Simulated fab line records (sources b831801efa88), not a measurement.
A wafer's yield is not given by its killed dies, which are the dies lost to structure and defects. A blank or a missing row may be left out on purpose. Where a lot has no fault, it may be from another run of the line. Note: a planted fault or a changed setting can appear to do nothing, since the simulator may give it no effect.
Chamber matching :: flow gf180mcu :: GF_V5_CMP_04 on cmp-02 has 4 sister chambers
The step polishes SiO2. 4 wafers are shown with their chamber, then 7 later ones without.

EACH WAFER AND ITS CHAMBER
wafer: L643.3
chamber: 3
motor-current-A (A): 11.2

wafer: L647.6
chamber: 1
motor-current-A (A): 14.4

wafer: L649.1
chamber: 2
motor-current-A (A): 12.2

wafer: L649.4
chamber: 0
motor-current-A (A): 12.6

WAFERS WITH NO CHAMBER GIVEN
wafer: L649.6
motor-current-A (A): 10.6

wafer: L651.2
motor-current-A (A): 10.8

wafer: L651.5
motor-current-A (A): 11.9

wafer: L651.6
motor-current-A (A): 11.5

wafer: L655.1
motor-current-A (A): 14.6

wafer: L655.3
motor-current-A (A): 10.7

wafer: L655.6
motor-current-A (A): 12.7

WHICH CHAMBER EACH ONE RAN IN
wafer: L649.6
from the rows above: 3
in truth: 3

wafer: L651.2
from the rows above: 3
in truth: 3

wafer: L651.5
from the rows above: can't be placed: 2 or 0 or 3
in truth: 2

wafer: L651.6
from the rows above: can't be placed: 3 or 2
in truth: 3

wafer: L655.1
from the rows above: 1
in truth: 1

wafer: L655.3
from the rows above: 3
in truth: 3

wafer: L655.6
from the rows above: can't be placed: 0 or 2
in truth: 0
4 of 7 placed correctly. These rows do not allow placing 3 (true chamber among the candidates in 3). 0 placed wrongly.
How it was worked out, from the rows above alone: a wafer's distance from a chamber is the root of the sum, over the readings, of the square of ((its reading less the chamber's mean) divided by the reading's scatter). The wafer belongs to the nearest chamber; if the next one is less than 2 further off, it can't be placed. A chamber's mean is the mean of its shown wafers. The scatter: root of mean squared gap, hidden wafer to nearest shown wafer, with one shown wafer a chamber.
